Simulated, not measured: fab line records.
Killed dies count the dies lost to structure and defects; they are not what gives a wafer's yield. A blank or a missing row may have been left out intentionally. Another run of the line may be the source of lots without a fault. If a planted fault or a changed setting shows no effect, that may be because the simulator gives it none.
8D (eight disciplines) problem report, filled in by code / flow sky130 / the parts of the form that need people (team, actions taken, sign-off) are left out

1. THE PROBLEM
Wafers free of any fault read 458.3 (standard deviation 2.7) for LDD_HVP_TW at SKY_LDD_HVP_TW_MEAS_10, against a mean of 480.6 on 6 wafers of 2 lots. Relative to the usual mean, that is a shift of +8.2 standard deviations.
First seen on wafer L594.1, day 25 00:40, on film-metro-03. Wafers with a number at this step in the record: 39, from 13 lots. By rule, "out" or "out of limits" means more than 4 standard deviations away from the usual mean. The rest of the wafers with a number are treated as sound.

2. WHAT IT IS, AND WHAT IT ISN'T
question=which readings at this step | is=LDD_HVP_TW | is not=-
question=which lots | is=L594, L595 | is not=L585, L587, L589, L598, L600, L601, L602, L604, L605, L606, L607
question=which wafers of those lots | is=all that have a number | is not=-
question=read on which gauges | is=film-metro-02, film-metro-03 | is not=film-metro-01
question=when | is=from day 25 00:40 | is not=up to then (9 sound wafers); but 24 sound wafers of L598, L600, L601, L602, L604, L605, L606, L607 came after

3. WHAT RULES OUT EACH SUSPECT
Counting: a tool at any process step up to the reading remains a suspect when it ran all the lots that are out and ran no sound lot after the first of those.
- the gauge at SKY_LDD_HVP_TW_MEAS_10: ruled out. Those wafers that are out were read across 2 gauges (film-metro-02, film-metro-03).
- implanter-03 at SKY_LDD_HVP_IMPLANT_08: ruled out as a lasting fault. The sound lots L605, L607 went through it after L594, its earliest lot that is out (day 25 00:25).
Left after counting: nothing in the record.

4. THE CAUSE (what the simulator had put in)
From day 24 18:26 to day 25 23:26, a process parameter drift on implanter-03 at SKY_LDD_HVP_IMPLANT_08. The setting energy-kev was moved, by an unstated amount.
The count ruled it out by mistake, since the rule takes a fault to strike every lot its tool runs from the start of the fault on, and this one did not do so.

5. SEQUENCE OF EFFECTS, ordered by route
One row per reading whose mean, taken over the struck wafers that have a number, lies over 3 standard deviations from the usual. Scope: only readings with a usual standard deviation given in the record; hours: median across lots of the time from each lot's start at the first step in this table that gives one to its start at this step; sigmas: change in usual standard deviations.
hours=0; step=SKY_LDD_HVP_IMPLANT_08; reading=beam-energy-keV; usual=20.001; on struck wafers=24.723; change=+4.722; sigmas=+99 or more
hours=0; step=SKY_LDD_HVP_TW_MEAS_10; reading=LDD_HVP_TW; usual=458.3; on struck wafers=480.6; change=+22.2; sigmas=+8.2
Process steps it contains:
- SKY_LDD_HVP_IMPLANT_08
At these later measuring or inspecting steps, every struck wafer for which the step has a row has a number for every such reading, and none has moved that far: SKY_POLY_CUT_CD_MEAS_08, SKY_LI_CONTACT_CD_MEAS_12, SKY_LI_CONTACT_THK_MEAS_23.

6. HOW IT WOULD HAVE BEEN CAUGHT EARLIER
6 hours passed between the start of the fault at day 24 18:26 and the first reading out of limits at a measuring or inspecting step in this record, taken at day 25 00:40.
The tool's own readings at SKY_LDD_HVP_IMPLANT_08 were out on every struck wafer that the step has a row for (beam-energy-keV): an alarm limit on them would have fired on the first of those.
